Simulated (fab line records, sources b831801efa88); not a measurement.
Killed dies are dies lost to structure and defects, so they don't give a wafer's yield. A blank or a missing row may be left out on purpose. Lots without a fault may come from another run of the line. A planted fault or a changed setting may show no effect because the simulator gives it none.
A struck lot beside a sound one | flow gf180mcu | 15 steps out of a route of 602
Sound: wafers L786.3, L786.4, L786.6. Struck: wafers L795.2, L795.3, L795.6. The cause comes at the end.
At each step with rows: each side's tool, then ch and its chambers, then its first start. Under that, the readings that differ: sound wafers | struck wafers | difference of the means | sigmas: that difference in standard deviations of wafers without a fault.
alike: readings whose means differ by less than 2 such deviations, and words and numbers that are the same on both sides. not compared: withheld readings, readings that some wafer has no value for, bounds like >300 that may hide the same value, and numbers for which the record gives no deviation and whose values overlap.
The two part at a step that has a row with sigmas, a row that says differs or no value, or rows on one side only. Numbers that don't overlap but have no deviation are shown without sigmas and don't part them. A reading that every wafer of one side lacks parts them only if that side has two wafers or more.

first, 4 steps without rows for these wafers: GF_V1_SOFTBAKE_10 (time 60 s); GF_V1_EXPOSE_11 (exposes mask Via1, target cd 260 nm); GF_V1_PEB_12 (peb time 90 s); GF_V1_DEVELOP_13 (develop time 60 s).
GF_V1_CD_MEAS_14: target cd 260 nm.
  sound on cd_sem-01, day 20 10:33; struck on cd_sem-02, day 23 15:46
  alike: cd_nm
GF_V1_OVL_MEAS_15:
  sound on overlay-01, day 20 10:38; struck on overlay-01, day 23 15:52
  alike: V1_OVL
GF_V1_ETCH_16: etches BARC in N2/H2.
  sound on rie_diel-04 ch 1,3, day 20 10:40; struck on rie_diel-01 ch 0,3, day 23 15:53
  alike: drypump_motor_current_A, n2_flow_sccm, oes_product_au, rf_fwd_power_W, throttle_valve_pct
GF_V1_ETCH_17: etches SiO2 in C4F8/O2/Ar, stops on TiN, target depth 630 nm.
  sound on rie_diel-04 ch 1,3; struck on rie_diel-01 ch 0,3
  alike: oes_product_au, rf_fwd_power_W
GF_V1_STRIP_18: strips in O2/N2.
  sound on plasma_asher-03 ch 0,1, day 20 10:50; struck on plasma_asher-01 ch 0,1, day 23 16:01
  alike: drypump_motor_current_A, heater_power_w, n2_flow_sccm, oes_product_au
  not compared: rf_hours_counter_h
then, 2 steps without rows for these wafers: GF_V1_STRIP_19 (strips in post etch residue remover, time 1200 s); GF_V1_CLEAN_20 (cleans in DIW).
GF_V1_SPUTTER_21: material Ti, target thk 15 nm, time 80.02 s.
  sound on pvd_sputter-03, day 20 11:20; struck on pvd_sputter-02, day 23 16:59
  alike: chamber_pressure_pa, throttle_valve_pct
GF_V1_SPUTTER_22: material TiN, target thk 10 nm, time 40 s.
  sound on pvd_sputter-03, day 20 11:25; struck on pvd_sputter-02, day 23 17:03
  reading                                | sound             | struck            | difference | sigmas
  chamber_pressure_pa (Pa)               | 4.979 5.007 5.008 | 3.990 3.976 3.988 | -1.013     | -99 or more
  throttle_valve_pct (%)                 | 30.9 29.6 29.7    | 34.9 32.6 34.9    | +4.1       | +4
  model.TiN_of_V1_SPUTTER_22.thk_nm (nm) | 10.04 9.945 9.974 | 12.14 12.23 12.05 | +2.15      |
GF_V1_CVD_23: deposits W, target thk 350 nm, time 105.05 s.
  sound on cvd_w-02 ch 0,1, day 20 11:29; struck on cvd_w-01 ch 0,1, day 23 17:05
  alike: heater_power_w
GF_PASSIVATION_PROBE_99:
  the record has rows for the sound wafers here (prober-01, day 30 19:09) and none for the struck ones

WHERE THEY PART
First at GF_V1_SPUTTER_22; last, within this record, at GF_PASSIVATION_PROBE_99.

WHY: what the simulator had put in
Process parameter drift: pvd_sputter-02, from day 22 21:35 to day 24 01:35, at GF_V1_SPUTTER_22. Setting chamber_pressure_pa, moved by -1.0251, from 5. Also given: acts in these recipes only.
